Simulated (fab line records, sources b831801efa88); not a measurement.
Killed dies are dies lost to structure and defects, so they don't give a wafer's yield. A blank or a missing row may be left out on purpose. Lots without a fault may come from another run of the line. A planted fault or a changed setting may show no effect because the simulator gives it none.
A struck lot beside a sound one | flow sky130 | 32 steps out of a route of 708
Sound: wafers L781.3, L781.5, L781.6. Struck: wafers L769.1, L769.2, L769.4. The cause comes at the end.
At each step with rows: each side's tool, then ch and its chambers, then its first start. Under that, the readings that differ: sound wafers | struck wafers | difference of the means | sigmas: that difference in standard deviations of wafers without a fault.
alike: readings whose means differ by less than 2 such deviations, and words and numbers that are the same on both sides. not compared: withheld readings, readings that some wafer has no value for, bounds like >300 that may hide the same value, and numbers for which the record gives no deviation and whose values overlap.
The two part at a step that has a row with sigmas, a row that says differs or no value, or rows on one side only. Numbers that don't overlap but have no deviation are shown without sigmas and don't part them. A reading that every wafer of one side lacks parts them only if that side has two wafers or more.

first, 4 steps without rows for these wafers: SKY_METAL5_SOFTBAKE_10 (time 60 s); SKY_METAL5_EXPOSE_11 (exposes mask MM5, target cd 1600 nm); SKY_METAL5_PEB_12; SKY_METAL5_DEVELOP_13 (develop time 60 s).
SKY_METAL5_DESCUM_14: chemistry O2, time 11 s.
  sound on rie_metal-02 ch 0,1, day 48 17:22; struck on rie_metal-02 ch 0,1, day 45 16:47
  alike: drypump_motor_current_A, oes_product_au
  not compared: rf_hours_counter_h
SKY_METAL5_METAL_ETCH_15: etches the open film in Cl2/BCl3, stops on SiO2, target depth 1260 nm, time 252 s.
  sound on rie_metal-02 ch 0,1, day 48 17:29; struck on rie_metal-02 ch 0,1, day 45 16:50
  alike: bcl3_flow_sccm, drypump_motor_current_A, oes_product_au, throttle_valve_pct
  not compared: rf_hours_counter_h
then, 4 steps without rows for these wafers: SKY_METAL5_STRIP_16 (strips in O2/N2); SKY_METAL5_STRIP_17 (strips in post etch residue remover, time 1200 s); SKY_METAL5_CLEAN_18 (cleans in IPA, time 180 s); SKY_METAL5_CLEAN_19 (cleans in O3/DIW).
SKY_PASSIVATION_CVD_00: deposits SiO2, target thk 90 nm.
  sound on pecvd-03 ch 1,2, day 48 18:14; struck on pecvd-04 ch 1,2, day 45 19:00
  alike: heater_power_outer_w, heater_power_w
SKY_PASSIVATION_THK_MEAS_01:
  sound on film_metro-01, day 48 18:17; struck on film_metro-03, day 45 19:01
  alike: PASSIVATION_CVD_00_THK
SKY_PASSIVATION_CVD_02: deposits Si3N4, target thk 540 nm.
  sound on pecvd-02 ch 0,2, day 48 18:19; struck on pecvd-02 ch 0,1, day 45 19:05
  no value came back on the struck wafers for heater_power_outer_w (W), heater_power_w (W); on the sound wafers heater_power_outer_w (W) reads 370 394 486
then, 7 steps without rows for these wafers: SKY_PASSIVATION_DEHYDRATE_04 (time 60 s); SKY_PASSIVATION_HMDS_05 (prime time 60 s); SKY_PASSIVATION_COAT_06 (resist thk 3000 nm); SKY_PASSIVATION_SOFTBAKE_07; SKY_PASSIVATION_EXPOSE_08 (exposes mask NSM, target cd 3000 nm); SKY_PASSIVATION_PEB_09; SKY_PASSIVATION_DEVELOP_10 (develop time 60 s).
SKY_PASSIVATION_ETCH_11: etches the open film in CF4/O2, stops on AlCu, target depth 725 nm, time 161.1 s.
  sound on rie_diel-04 ch 0,1,3, day 49 13:31; struck on rie_diel-01 ch 0,1,3, day 46 17:01
  reading                                 | sound             | struck            | difference | sigmas
  model.PASSIVATION.feature_depth_nm (nm) | 702.7 714.3 710.5 | 718.5 723.2 718.4 | +10.9      |
  model.etch.depth_nm (nm)                | 702.7 714.3 710.5 | 718.5 723.2 718.4 | +10.9      |
  alike: drypump_motor_current_A, oes_product_au, throttle_valve_pct
  not compared: rf_hours_counter_h
SKY_PASSIVATION_STRIP_12: strips in O2/N2.
  sound on plasma_asher-04 ch 0,1, day 49 13:39; struck on plasma_asher-04 ch 0,1, day 46 17:07
  alike: drypump_motor_current_A, oes_product_au, strip_time_to_endpoint_s
  not compared: rf_hours_counter_h
then, 7 steps without rows for these wafers: SKY_PAD_OPEN_DEHYDRATE_00 (time 60 s); SKY_PAD_OPEN_HMDS_01 (prime time 60 s); SKY_PAD_OPEN_COAT_02 (resist thk 3000 nm); SKY_PAD_OPEN_SOFTBAKE_03; SKY_PAD_OPEN_EXPOSE_04 (exposes mask PDM, target cd 60000 nm); SKY_PAD_OPEN_PEB_05; SKY_PAD_OPEN_DEVELOP_06 (develop time 60 s).
SKY_PAD_OPEN_ETCH_07: etches the open film in CF4/O2, stops on AlCu, target depth 725 nm, time 161.1 s.
  sound on rie_diel-03 ch 0,1,2, day 50 06:25; struck on rie_diel-04 ch 0,1,3, day 47 13:13
  reading                              | sound             | struck            | difference | sigmas
  model.PAD_OPEN.feature_depth_nm (nm) | 702.7 710.2 710.6 | 718.5 723.4 713.4 | +10.6      |
  model.etch.depth_nm (nm)             | 702.7 710.2 710.6 | 718.5 723.4 713.4 | +10.6      |
  alike: drypump_motor_current_A, oes_product_au, throttle_valve_pct
  not compared: rf_hours_counter_h
SKY_PAD_OPEN_STRIP_08: strips in O2/N2.
  sound on plasma_asher-01 ch 0,1, day 50 06:33; struck on plasma_asher-03 ch 0,1, day 47 13:20
  alike: drypump_motor_current_A, oes_product_au
  not compared: rf_hours_counter_h
SKY_PAD_OPEN_PROBE_99:
  sound on prober-01, day 50 08:50; struck on prober-02, day 47 15:32
  alike: defect_limited_yield, killed_at_M0_to_M3, killed_at_M4_up, killed_at_contacts, killed_at_front_end, killed_dies, killed_open, killed_short, sort_bin_3_pad_short, sort_bin_5_function, sort_bin_6_memory, sort_n_pass, sort_yield_pct

WHERE THEY PART
Only at SKY_PASSIVATION_CVD_02, within this record. Later steps at which nothing parts them and some readings are alike: SKY_PASSIVATION_ETCH_11, SKY_PASSIVATION_STRIP_12, SKY_PAD_OPEN_ETCH_07, SKY_PAD_OPEN_STRIP_08, SKY_PAD_OPEN_PROBE_99.

WHY: what the simulator had put in
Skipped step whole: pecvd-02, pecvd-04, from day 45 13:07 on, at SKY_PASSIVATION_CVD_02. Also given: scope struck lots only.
